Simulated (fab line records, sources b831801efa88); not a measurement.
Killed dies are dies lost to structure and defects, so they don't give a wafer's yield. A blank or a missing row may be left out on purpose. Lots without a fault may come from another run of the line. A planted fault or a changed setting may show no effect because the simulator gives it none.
Which tool did it? | flow sky130 | 14 lots, 42 wafers sampled, at 4 steps of a route of 708

WHAT THE GAUGES READ, wafer by wafer
SKY_CAP2M_RS_MEAS_03: measures by four-point-probe.
lot  | measured     | on            | CAP2M_TIN_RS (ohm/sq)
L253 | day 41 04:37 | film_metro-03 | 6.97 7.01 6.91
L254 | day 41 10:46 | film_metro-03 | 6.96 6.96 6.90
L252 | day 41 12:05 | film_metro-04 | 6.89 6.87 6.93
L255 | day 41 14:49 | film_metro-02 | 6.99 6.92 7.00
L257 | day 42 00:43 | film_metro-04 | 6.92 7.04 6.89
L259 | day 42 03:13 | film_metro-04 | 6.96 6.97 6.87
L261 | day 42 19:26 | film_metro-03 | 6.92 6.95 6.93
L262 | day 43 01:45 | film_metro-02 | 6.92 6.76 6.80
L266 | day 43 21:17 | film_metro-02 | 6.93 6.98 6.86
L267 | day 44 04:28 | film_metro-02 | 6.81 6.89 6.84
L269 | day 44 19:13 | film_metro-02 | 6.90 6.90 6.90
L270 | day 44 23:26 | film_metro-04 | 6.87 6.83 6.82
L274 | day 46 01:00 | film_metro-02 | 6.90 6.93 7.06
L275 | day 46 08:20 | film_metro-02 | 6.93 6.89 6.93

SKY_METAL4_OVL_MEAS_14.
lot  | measured     | on         | METAL4_OVL (nm)
L253 | day 43 03:59 | overlay-01 | 1 -2 -4
L254 | day 43 11:19 | overlay-01 | 6 10 7
L252 | day 43 11:40 | overlay-01 | 7 8 11
L255 | day 43 14:34 | overlay-02 | 0 1 0
L257 | day 43 21:53 | overlay-02 | 6 4 3
L259 | day 44 01:54 | overlay-01 | -3 -1 0
L261 | day 44 16:50 | overlay-02 | - - -
L262 | day 44 22:34 | overlay-02 | - - -
L266 | day 45 17:02 | overlay-01 | 11 2 13
L267 | day 45 23:43 | overlay-02 | 0 7 -4
L269 | day 46 14:34 | overlay-01 | 9 15 10
L270 | day 46 18:31 | overlay-01 | 3 2 4
L274 | day 47 19:04 | overlay-02 | 7 4 -2
L275 | day 48 03:01 | overlay-02 | 5 4 1

WHICH TOOL RAN EACH LOT (tool, then ch and the chambers of the sampled wafers, then the start)
lot  | SKY_VIA3_STRIP_16                    | SKY_METAL4_PEB_11
L253 | plasma_asher-03 ch 0,1, day 41 02:46 | litho_track-03 ch 0, day 43 03:00
L254 | plasma_asher-01 ch 0,1, day 41 09:10 | litho_track-04 ch 0, day 43 10:00
L252 | plasma_asher-04 ch 0,1, day 41 10:21 | litho_track-04 ch 0, day 43 11:00
L255 | plasma_asher-01 ch 0,1, day 41 13:13 | litho_track-03 ch 0, day 43 14:00
L257 | plasma_asher-03 ch 0,1, day 41 23:05 | litho_track-03 ch 0, day 43 21:00
L259 | plasma_asher-04 ch 0,1, day 42 01:35 | litho_track-03 ch 0, day 44 01:00
L261 | plasma_asher-03 ch 0,1, day 42 17:50 | litho_track-03, day 44 16:00
L262 | plasma_asher-03 ch 0,1, day 43 00:09 | litho_track-04, day 44 22:00
L266 | plasma_asher-01 ch 1, day 43 19:39   | litho_track-03 ch 0, day 45 16:00
L267 | plasma_asher-04 ch 0,1, day 44 02:51 | litho_track-02 ch 0, day 45 23:00
L269 | plasma_asher-03 ch 0,1, day 44 17:37 | litho_track-03 ch 0, day 46 14:00
L270 | plasma_asher-03 ch 1, day 44 21:46   | litho_track-02 ch 0, day 46 18:00
L274 | plasma_asher-04 ch 0,1, day 45 23:24 | litho_track-03 ch 0, day 47 18:00
L275 | plasma_asher-04 ch 1, day 46 06:43   | litho_track-04 ch 0, day 48 02:00
- SKY_VIA3_STRIP_16: strips in O2/N2.
- SKY_METAL4_PEB_11

WHAT THE TOOLS THEMSELVES READ (means of the sampled wafers that have a number; where no wafer has one, the mark that the record gives instead)
SKY_VIA3_STRIP_16.
lot  | tool            | drypump_motor_current_A (A) | oes_product_au (a.u.) | strip_time_to_endpoint_s (s)
L253 | plasma_asher-03 | 5.5                         | 0.402                 | 4.143
L254 | plasma_asher-01 | 5.9                         | 0.404                 | 4.147
L252 | plasma_asher-04 | 6.6                         | 0.398                 | 4.149
L255 | plasma_asher-01 | 6.1                         | 0.403                 | 4.135
L257 | plasma_asher-03 | 5.5                         | 0.399                 | 4.133
L259 | plasma_asher-04 | 6.5                         | 0.401                 | 4.123
L261 | plasma_asher-03 | 5.6                         | 0.401                 | 4.152
L262 | plasma_asher-03 | 5.5                         | 0.404                 | 4.152
L266 | plasma_asher-01 | 6.3                         | 0.407                 | 4.169
L267 | plasma_asher-04 | 6.5                         | 0.399                 | 4.174
L269 | plasma_asher-03 | 5.6                         | 0.404                 | 4.160
L270 | plasma_asher-03 | 5.6                         | 0.396                 | 4.126
L274 | plasma_asher-04 | 6.5                         | 0.399                 | 4.114
L275 | plasma_asher-04 | 6.8                         | 0.403                 | 4.153

SKY_METAL4_PEB_11.
lot  | tool           | exhaust_pa (Pa)
L253 | litho_track-03 | 45.3
L254 | litho_track-04 | 45.0
L252 | litho_track-04 | 45.5
L255 | litho_track-03 | 44.7
L257 | litho_track-03 | 45.0
L259 | litho_track-03 | 44.8
L261 | litho_track-03 | -
L262 | litho_track-04 | -
L266 | litho_track-03 | 45.5
L267 | litho_track-02 | 44.2
L269 | litho_track-03 | 44.4
L270 | litho_track-02 | 45.8
L274 | litho_track-03 | 44.9
L275 | litho_track-04 | 45.0

THE ANSWER, worked out from the rows above alone
Rule: what is usual is taken from the lots themselves. Put in order of their means at a reading, lots are off if they are a third of the lots or fewer, leave a main group of 4 or more, and stand apart from it by a gap of 3 or more times the standard deviation of the main group's means; of several such gaps the widest counts. A main group whose means are all the same, to the digits that the tables above print for the reading, isn't used. A lot without any number at a reading at which 4 lots or more have one is off too. The other lots that the step has rows for count as sound. The gauges are gone through in route order, then the tools' own readings, and for those a lot's mean is taken as printed above. The first step at which some lot is off is used, and at that step the reading that is off furthest; a lot without a number counts as furthest.
Off: L261, L262, at SKY_METAL4_OVL_MEAS_14 (METAL4_OVL). Without a number there: L261, L262. The main group: mean 4 nm, standard deviation 4.
A tool fits if, at a process step before that reading, it ran every lot that is off, and no sound lot after the first of them. The gauges at SKY_METAL4_OVL_MEAS_14 aren't tried: what is off there is off at SKY_METAL4_PEB_11 too, on other tools, and a gauge's error can't cause that. None of those tried fits.

WHAT THE SIMULATOR HAD PUT IN
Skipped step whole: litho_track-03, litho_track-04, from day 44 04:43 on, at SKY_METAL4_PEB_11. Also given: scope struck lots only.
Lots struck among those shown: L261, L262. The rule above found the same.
